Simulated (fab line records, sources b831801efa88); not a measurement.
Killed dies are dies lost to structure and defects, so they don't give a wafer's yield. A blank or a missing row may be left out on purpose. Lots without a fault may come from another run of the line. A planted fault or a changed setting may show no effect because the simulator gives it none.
A struck lot beside a sound one | flow sky130 | 43 steps out of a route of 708
Sound: wafers L480.2, L480.4, L480.5. Struck: wafers L487.1, L487.2, L487.3. The cause comes at the end.
At each step with rows: each side's tool, then ch and its chambers, then its first start. Under that, the readings that differ: sound wafers | struck wafers | difference of the means | sigmas: that difference in standard deviations of wafers without a fault.
alike: readings whose means differ by less than 2 such deviations, and words and numbers that are the same on both sides. not compared: withheld readings, readings that some wafer has no value for, bounds like >300 that may hide the same value, and numbers for which the record gives no deviation and whose values overlap.
The two part at a step that has a row with sigmas, a row that says differs or no value, or rows on one side only. Numbers that don't overlap but have no deviation are shown without sigmas and don't part them. A reading that every wafer of one side lacks parts them only if that side has two wafers or more.

SKY_GATE_OXIDE_TW_MEAS_14:
  sound on film_metro-04, day 16 08:37; struck on film_metro-01, day 18 23:01
  alike: GATE_OXIDE_TW
then, 3 steps without rows for these wafers: SKY_GATE_OXIDE_CLEAN_15 (cleans in SC1/SC2, time 150 s); SKY_GATE_OXIDE_OXIDATION_16 (stabilise 600 s, purge 300 s, target thk 3.57 nm); SKY_POLY_GATE_CVD_00 (deposits poly-Si, target thk 180 nm, time 720 s).
SKY_POLY_GATE_THK_MEAS_01:
  sound on film_metro-04, day 16 11:28; struck on film_metro-04, day 19 02:32
  alike: POLY_GATE_CVD_00_THK
then, 7 steps without rows for these wafers: SKY_RES_PROTECT_DEHYDRATE_00 (time 60 s); SKY_RES_PROTECT_HMDS_01 (prime time 60 s); SKY_RES_PROTECT_COAT_02 (resist thk 1140 nm); SKY_RES_PROTECT_SOFTBAKE_03 (time 60 s); SKY_RES_PROTECT_EXPOSE_04 (exposes mask RPM, target cd 1270 nm); SKY_RES_PROTECT_PEB_05; SKY_RES_PROTECT_DEVELOP_06 (develop time 60 s).
SKY_POLY_GATE_IMPLANT_02:
  sound on implanter-01 ch 0, day 17 17:18; struck on implanter-01 ch 0, day 20 09:46
SKY_RES_PROTECT_STRIP_07: strips in O2/N2.
  sound on plasma_asher-03 ch 0,1, day 17 17:26; struck on plasma_asher-04 ch 0,1, day 20 09:55
  reading                      | sound             | struck            | difference | sigmas
  strip_time_to_endpoint_s (s) | 23.25 23.24 23.27 | 23.38 23.36 23.37 | +0.12      | +3
  alike: drypump_motor_current_A, oes_product_au
  not compared: rf_hours_counter_h
SKY_RES_PROTECT_TW_MEAS_08:
  sound on film_metro-02, day 17 17:32; struck on film_metro-04, day 20 10:01
  alike: POLY_GATE_TW
then, 2 steps without rows for these wafers: SKY_RES_PROTECT_CLEAN_09 (cleans in SC1/SC2, time 150 s); SKY_POLY_GATE_CVD_03 (deposits Si3N4 from DCS/NH3, target thk 75 nm, time 1290 s).
SKY_POLY_GATE_THK_MEAS_04:
  sound on film_metro-03, day 17 19:01; struck on film_metro-03, day 20 12:10
  alike: POLY_GATE_CVD_03_THK
then, 8 steps without rows for these wafers: SKY_POLY_GATE_DEHYDRATE_05 (time 60 s); SKY_POLY_GATE_HMDS_06 (prime time 60 s); SKY_POLY_GATE_COAT_07 (resist thk 110 nm); SKY_POLY_GATE_COAT_08 (resist thk 450 nm); SKY_POLY_GATE_SOFTBAKE_09 (time 90 s); SKY_POLY_GATE_EXPOSE_10 (exposes mask P1M, target cd 150 nm); SKY_POLY_GATE_PEB_11; SKY_POLY_GATE_DEVELOP_12 (develop time 60 s).
SKY_POLY_GATE_CD_MEAS_13: target cd 150 nm.
  sound on cd_sem-02, day 19 01:33; struck on cd_sem-02, day 21 18:28
  reading    | sound             | struck            | difference | sigmas
  cd_nm (nm) | 152.0 150.5 151.5 | 147.1 148.3 147.9 | -3.6       | -3
SKY_POLY_GATE_OVL_MEAS_14:
  sound on overlay-01, day 19 01:39; struck on overlay-02, day 21 18:35
  alike: POLY_GATE_OVL
SKY_POLY_GATE_ETCH_15: etches BARC in N2/H2, stops on SiO2, time 118.5 s, target depth 110 nm.
  sound on rie_diel-01 ch 0,1,2, day 19 01:41; struck on rie_diel-04 ch 0,1,3, day 21 18:37
  alike: drypump_motor_current_A, oes_product_au, throttle_valve_pct
  not compared: rf_hours_counter_h
SKY_POLY_GATE_ETCH_16: etches Si3N4 in CH3F/O2, stops on poly-Si, time 147.5 s, target depth 75 nm.
  sound on rie_diel-01 ch 0,1,2, day 19 01:46; struck on rie_diel-04 ch 0,1,3, day 21 18:42
  alike: drypump_motor_current_A, oes_product_au, throttle_valve_pct
  not compared: rf_hours_counter_h
SKY_POLY_GATE_ETCH_17: etches poly-Si in HBr/Cl2, stops on SiO2, target depth 180 nm, time 70.5 s.
  sound on rie_si-01 ch 0,1,2, day 19 01:52; struck on rie_si-02 ch 0,1,2, day 21 18:48
  alike: drypump_motor_current_A, oes_product_au, throttle_valve_pct
  not compared: rf_hours_counter_h
SKY_POLY_GATE_STRIP_18: strips in O2/N2.
  sound on plasma_asher-02 ch 1, day 19 01:55; struck on plasma_asher-01 ch 0,1, day 21 18:52
  alike: drypump_motor_current_A, oes_product_au, strip_time_to_endpoint_s
  not compared: rf_hours_counter_h
then, 2 steps without rows for these wafers: SKY_POLY_GATE_CLEAN_19 (cleans in SC1/SC2, time 150 s); SKY_POLY_GATE_OXIDATION_20 (stabilise 600 s, purge 300 s, target thk 4 nm).
SKY_POLY_GATE_THK_MEAS_21:
  sound on film_metro-04, day 19 04:04; struck on film_metro-02, day 21 20:16
  alike: POLY_GATE_OXIDATION_THK
SKY_POLY_GATE_CD_MEAS_22:
  sound on cd_sem-01, day 19 04:09; struck on cd_sem-01, day 21 20:20
  alike: cd_nm
then, 6 steps without rows for these wafers: SKY_LDD_N_DEHYDRATE_00 (time 60 s); SKY_LDD_N_HMDS_01 (prime time 60 s); SKY_LDD_N_COAT_02 (resist thk 300 nm); SKY_LDD_N_SOFTBAKE_03 (time 60 s); SKY_LDD_N_EXPOSE_04 (exposes mask NTM, target cd 840 nm); SKY_LDD_N_PEB_05.
-- the record jumps here: 27 days lie between the struck wafers' starts before and after (it left off in module LDD_N and takes up again in module PAD_OPEN, whose first step shown is number 708 of the route) --
SKY_PAD_OPEN_PROBE_99:
  sound on prober-01, day 47 18:13; struck on prober-02, day 49 07:23
  reading                                        | sound                 | struck               | difference | sigmas
  model.etest.res_poly.rs_ohm_sq_rim_less_centre | -1.916 -0.7404 -1.003 | -2.721 -3.549 -3.245 | -1.952     |
  model.etest.res_poly.rs_ohm_sq_range           | 2.493 1.539 1.295     | 3.28 3.68 3.829      | +1.82      |
  alike: killed_at_M0_to_M3, killed_at_M4_up, killed_at_contacts, killed_at_front_end, killed_at_other, killed_dies, killed_open, killed_short

WHERE THEY PART
First at SKY_RES_PROTECT_STRIP_07; last, within this record, at SKY_POLY_GATE_CD_MEAS_13. Later steps at which nothing parts them and some readings are alike: SKY_POLY_GATE_OVL_MEAS_14, SKY_POLY_GATE_ETCH_15, SKY_POLY_GATE_ETCH_16, SKY_POLY_GATE_ETCH_17, SKY_POLY_GATE_STRIP_18, SKY_POLY_GATE_THK_MEAS_21, SKY_POLY_GATE_CD_MEAS_22, SKY_PAD_OPEN_PROBE_99.

WHY: what the simulator had put in
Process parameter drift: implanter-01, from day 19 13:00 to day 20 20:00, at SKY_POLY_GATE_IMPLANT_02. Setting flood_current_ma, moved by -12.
